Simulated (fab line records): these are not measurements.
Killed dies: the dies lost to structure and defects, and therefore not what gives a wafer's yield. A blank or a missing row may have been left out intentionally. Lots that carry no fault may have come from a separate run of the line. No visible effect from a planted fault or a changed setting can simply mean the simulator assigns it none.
8D (eight disciplines) problem report, filled in by code | flow sky130 | the parts of the form that need people (team, actions taken, sign-off) are left out

1. WHAT WENT WRONG
Wafers without a fault read 6500.1 W, standard deviation 1.2; cathode dc power W at SKY_METAL2_SPUTTER_01 reads a mean of 7798.1 W on 2 wafers belonging to 2 lots. That is +99 or more standard deviations from the usual mean.
The step: material TiN, target thk 20 nm, time 16.7 s.
Earliest sighting: wafer L423.1 on pvd sputter-02 at day 39 01:31. The record holds 42 wafers of 14 lots with a number at this step. By rule, "out" or "out of limits" means more than 4 standard deviations away from the usual mean. All remaining wafers that have a number are taken as sound.

2. WHAT IT IS, AND WHAT IT ISN'T
question                    | is                 | is not
which readings at this step | cathode dc power W | throttle valve pct
which lots                  | L423, L425         | L409, L410, L411, L412, L413, L415, L417, L418, L419, L420, L424, L426
which wafers of those lots  | L423.1, L425.1     | L423.3, L423.6, L425.2, L425.6
read on which tools         | pvd sputter-02     | pvd sputter-01, pvd sputter-04
when                        | from day 39 01:31  | up to then (32 sound wafers); but 8 sound wafers of L424, L425, L426 came after

3. WHAT RULES OUT EACH SUSPECT
Counting: a tool at a process step up to the reading stays a suspect if it ran every lot that is out. Sound lots after the first of them don't rule it out here, since some wafers of a struck lot are sound.
- pvd sputter-02 at SKY_METAL2_SPUTTER_01 (material TiN, target thk 20 nm, time 16.7 s): kept. It ran every lot that is out, first L423 (day 39 01:31); its last sound lot up to then is L420 (day 38 04:13). Out on those wafers are its own readings of cathode dc power W.
After counting, what remains is pvd sputter-02 at SKY_METAL2_SPUTTER_01.

4. THE CAUSE (what the simulator had put in)
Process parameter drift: pvd sputter-02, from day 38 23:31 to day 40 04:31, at SKY_METAL2_SPUTTER_01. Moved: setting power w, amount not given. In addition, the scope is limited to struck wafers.
Counting left only this tool.

5. THE CHAIN OF EFFECTS, in route order
One row per reading whose mean, taken over the struck wafers that have a number, lies over 3 standard deviations from the usual. Only readings for which the record gives a usual standard deviation are gone through. hours: the time from each lot's start at the first step in this table that gives one to its start at this step, as a median over the lots. sigmas: the change in usual standard deviations.
hours | step                  | reading            | usual    | on struck wafers | change  | sigmas
0     | SKY_METAL2_SPUTTER_01 | cathode dc power W | 6500.1 W | 7798.1           | +1298.0 | +99 or more
It contains these process steps:
- SKY_METAL2_SPUTTER_01: material TiN, target thk 20 nm, time 16.7 s.

6. HOW IT WOULD HAVE BEEN CAUGHT EARLIER
2 hours passed between the start of the fault at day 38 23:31 and the first reading out of limits in this record, taken at day 39 01:31.
